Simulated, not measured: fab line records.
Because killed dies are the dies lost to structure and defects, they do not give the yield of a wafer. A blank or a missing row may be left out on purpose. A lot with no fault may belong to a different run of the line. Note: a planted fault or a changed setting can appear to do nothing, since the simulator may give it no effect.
What tool caused it? -- flow gf180mcu -- Sampling: 13 lots, 39 wafers, 5 of 602 route steps

## WHAT THE GAUGES SHOWED, per wafer
GF_STI_THK_MEAS_04.
lot,measured,on,STI_CVD_03_THK (nm)
L541,day 1 13:35,film_metro-01,204.9 203.5 202.8
L545,day 2 09:34,film_metro-03,207.8 208.3 207.7
L546,day 2 14:34,film_metro-01,207.2 207.1 208.1
L547,day 2 19:34,film_metro-02,205.2 206.6 206.2
L548,day 3 02:17,film_metro-02,208.8 207.8 208.8
L550,day 3 18:40,film_metro-01,207.0 208.4 207.4
L552,day 3 23:53,film_metro-01,207.9 207.5 207.3
L554,day 4 07:51,film_metro-03,208.8 209.4 209.0
L555,day 4 14:13,film_metro-02,210.8 210.9 210.4
L556,day 4 16:43,film_metro-03,206.3 205.8 206.2
L561,day 5 18:07,film_metro-01,205.6 205.4 207.3
L562,day 5 22:38,film_metro-01,208.1 207.9 206.9
L564,day 6 10:01,film_metro-01,207.5 208.1 207.3

GF_DNWELL_TW_MEAS_09.
lot,measured,on,DNWELL_TW
L541,day 2 17:50,film_metro-04,1368 1365 1368
L545,day 4 00:46,film_metro-04,1354 1355 1354
L546,day 4 00:14,film_metro-03,1354 1354 1358
L547,day 4 12:38,film_metro-04,1353 1348 1348
L548,day 4 12:16,film_metro-03,1351 1349 1355
L550,day 5 02:05,film_metro-04,1355 1364 1361
L552,day 5 07:57,film_metro-01,1355 1359 1356
L554,day 5 17:19,film_metro-04,1373 1381 1373
L555,day 5 23:13,film_metro-01,1370 1367 1372
L556,day 6 03:23,film_metro-03,1341 1344 1334
L561,day 7 05:01,film_metro-03,1359 1349 1350
L562,day 7 09:04,film_metro-03,1349 1335 1351
L564,day 7 23:10,film_metro-03,1350 1353 1354

GF_HV_LDD_TW_MEAS_23.
lot,measured,on,HV_LDD_2_TW
L541,day 10 15:25,film_metro-02,1060 1059 1058
L545,day 12 17:25,film_metro-03,1047 1047 1055
L546,day 12 15:17,film_metro-03,1055 1051 1052
L547,day 13 16:28,film_metro-02,1069 1067 1064
L548,day 13 05:49,film_metro-02,1065 1065 1066
L550,day 14 08:13,film_metro-04,1058 1065 1061
L552,day 14 15:13,film_metro-04,1062 1068 1069
L554,day 15 04:58,film_metro-03,1055 1052 1053
L555,day 15 12:08,film_metro-04,1058 1062 1062
L556,day 15 19:30,film_metro-04,1061 1063 1058
L561,day 17 03:07,film_metro-04,1070 1070 1071
L562,day 17 09:13,film_metro-02,1093 1102 1091
L564,day 18 14:46,film_metro-04,1112 1107 1116

## WHICH TOOL RAN EACH LOT (tool, then ch and the chambers of the sampled wafers, then the start)
lot,GF_HV_LDD_IMPLANT_21,GF_HV_LDD_STRIP_22
L541,"implanter-03 ch 0, day 10 15:12","plasma_asher-03 ch 0,1, day 10 15:20"
L545,"implanter-02 ch 0, day 12 17:10","plasma_asher-01 ch 0,1, day 12 17:19"
L546,"implanter-02 ch 0, day 12 15:02","plasma_asher-03 ch 0,1, day 12 15:11"
L547,"implanter-02 ch 0, day 13 16:13","plasma_asher-02 ch 0,1, day 13 16:21"
L548,"implanter-02 ch 0, day 13 05:34","plasma_asher-03 ch 0,1, day 13 05:43"
L550,"implanter-02 ch 0, day 14 07:58","plasma_asher-03 ch 0,1, day 14 08:07"
L552,"implanter-03 ch 0, day 14 14:59","plasma_asher-03 ch 0,1, day 14 15:07"
L554,"implanter-03 ch 0, day 15 04:43","plasma_asher-02 ch 0,1, day 15 04:51"
L555,"implanter-03 ch 0, day 15 11:53","plasma_asher-03 ch 0,1, day 15 12:02"
L556,"implanter-02 ch 0, day 15 19:15","plasma_asher-02 ch 0,1, day 15 19:24"
L561,"implanter-02 ch 0, day 17 02:52","plasma_asher-03 ch 0,1, day 17 03:01"
L562,"implanter-03 ch 0, day 17 09:00","plasma_asher-01 ch 0,1, day 17 09:08"
L564,"implanter-03 ch 0, day 18 14:31","plasma_asher-02 ch 0,1, day 18 14:40"
- GF_HV_LDD_IMPLANT_21
- GF_HV_LDD_STRIP_22: strips in O2/N2.

## WHAT THE TOOLS THEMSELVES READ (means of the sampled wafers that have a number; where no wafer has one, the mark that the record gives instead)
GF_HV_LDD_IMPLANT_21.
lot,tool,beam_energy_keV,dose_ions_cm2,faraday_current_uA
L541,implanter-03,25.003,5.000e+13,284
L545,implanter-02,25.006,5.004e+13,284
L546,implanter-02,25.006,4.996e+13,285
L547,implanter-02,25.003,4.991e+13,284
L548,implanter-02,25.007,4.997e+13,278
L550,implanter-02,25.016,4.999e+13,285
L552,implanter-03,25.001,4.995e+13,286
L554,implanter-03,25.003,4.997e+13,283
L555,implanter-03,24.999,5.003e+13,282
L556,implanter-02,25.011,4.999e+13,289
L561,implanter-02,25.006,5.003e+13,282
L562,implanter-03,28.729,4.998e+13,281
L564,implanter-03,28.720,5.002e+13,279

GF_HV_LDD_STRIP_22.
lot,tool,drypump_motor_current_A (A),heater_power_w (W),n2_flow_sccm (sccm),oes_product_au (a.u.),strip_time_to_endpoint_s (s)
L541,plasma_asher-03,5.6,360,300.2,0.716,12.69
L545,plasma_asher-01,5.4,285,300.3,0.711,12.64
L546,plasma_asher-03,5.6,371,299.9,0.718,12.70
L547,plasma_asher-02,5.9,295,300.4,0.712,12.66
L548,plasma_asher-03,5.5,367,300.1,0.714,12.70
L550,plasma_asher-03,5.6,402,299.5,0.715,12.61
L552,plasma_asher-03,5.6,403,299.2,0.712,12.63
L554,plasma_asher-02,5.9,292,300.9,0.715,12.66
L555,plasma_asher-03,5.6,399,300.8,0.716,12.64
L556,plasma_asher-02,5.9,294,300.1,0.725,12.67
L561,plasma_asher-03,5.6,404,300.7,0.717,12.64
L562,plasma_asher-01,5.1,306,299.5,0.719,12.57
L564,plasma_asher-02,6.0,293,300.1,0.710,12.65

## THE ANSWER, worked out from the rows above alone
Rule: usual is defined by the lots themselves. The widest of any qualifying gaps counts: lots, ordered by their means at a reading, are off when they make up no more than a third of the lots, leave a main group of 4 or more, and stand apart from it by 3 or more times the standard deviation of that group's means. If all means in a main group match to the digits the tables above print for the reading, that group is not used. Also off: a lot with no number at a reading for which 4 or more lots have one. The other lots that the step has rows for count as sound. Order of review: gauges by route order, followed by the tools' own readings, for which a lot's mean as printed above is used. At the first step where some lot is off, the reading lying furthest off is the one used; lots without a number count as furthest.
Off: at GF_HV_LDD_TW_MEAS_23 (HV_LDD_2_TW), L562, L564. The main group has a mean of 1061 with a standard deviation of 6.2.
If a tool, at a process step before that reading, ran all the lots that are off and no sound lot after the first of them, it fits. Not tried: the gauges at GF_HV_LDD_TW_MEAS_23; whatever is off there is also off at GF_HV_LDD_IMPLANT_21, on other tools, and gauge error can't account for it. One fits: implanter-03 at GF_HV_LDD_IMPLANT_21. A fault onset in the window from L555 (day 15 11:53, its last sound lot) to L562 (day 17 09:00, its first lot off) fits.
On the lots that are off, the tool's own readings at GF_HV_LDD_IMPLANT_21 differ by more than 5 times the standard deviation of the sound lots' means, which bears it out; beam_energy_keV reads 28.724 there versus 25.006 on the sound lots.

## WHAT HAD BEEN PUT IN BY THE SIMULATOR
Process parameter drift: implanter-03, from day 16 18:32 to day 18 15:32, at GF_HV_LDD_IMPLANT_21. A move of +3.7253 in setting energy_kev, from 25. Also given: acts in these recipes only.
Struck lots among those shown: L562, L564. Same finding as the rule above.
